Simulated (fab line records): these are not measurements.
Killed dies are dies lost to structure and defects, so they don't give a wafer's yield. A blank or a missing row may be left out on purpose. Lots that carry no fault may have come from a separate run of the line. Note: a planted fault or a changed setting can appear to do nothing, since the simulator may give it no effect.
Chamber matching || flow gf180mcu || rie-diel-01 running GF_POLY_GATE_ETCH_12: 3 sister chambers
The step etches BARC in N2/H2. 3 wafers are shown with their chamber, then 4 later ones without.

WAFERS, EACH WITH ITS CHAMBER
{"wafer": "L102.2", "chamber": 0, "drypump-motor-current-A (A)": 5.4}
{"wafer": "L109.2", "chamber": 1, "drypump-motor-current-A (A)": 5.2}
{"wafer": "L109.4", "chamber": 3, "drypump-motor-current-A (A)": 5.1}

WAFERS MISSING THEIR CHAMBER
{"wafer": "L111.4", "drypump-motor-current-A (A)": 5.4}
{"wafer": "L111.6", "drypump-motor-current-A (A)": 5.3}
{"wafer": "L113.4", "drypump-motor-current-A (A)": 5.3}
{"wafer": "L113.5", "drypump-motor-current-A (A)": 5.1}

EACH ONE'S CHAMBER
{"wafer": "L111.4", "from the rows above": 0, "in truth": 0}
{"wafer": "L111.6", "from the rows above": "can't be placed: 1 or 0 or 3", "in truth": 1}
{"wafer": "L113.4", "from the rows above": "can't be placed: 1 or 0 or 3", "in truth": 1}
{"wafer": "L113.5", "from the rows above": "can't be placed: 3 or 1", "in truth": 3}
Correct placement for 1 of the 4. From these rows, 3 cannot be placed; in 3 the true chamber is one of the candidates. Wrongly placed: 0.
How it was worked out, from the rows above alone: a wafer's distance from a chamber is the root of the sum, over the readings, of the square of ((its reading less the chamber's mean) divided by the reading's scatter). If the next closest chamber is less than 2 further off than the closest, the wafer can't be placed; otherwise it belongs to the closest. The mean given for a chamber averages the wafers shown for that chamber. The scatter: with one shown wafer a chamber, the root of the mean of the squares of how far each hidden wafer lies from its nearest shown one.
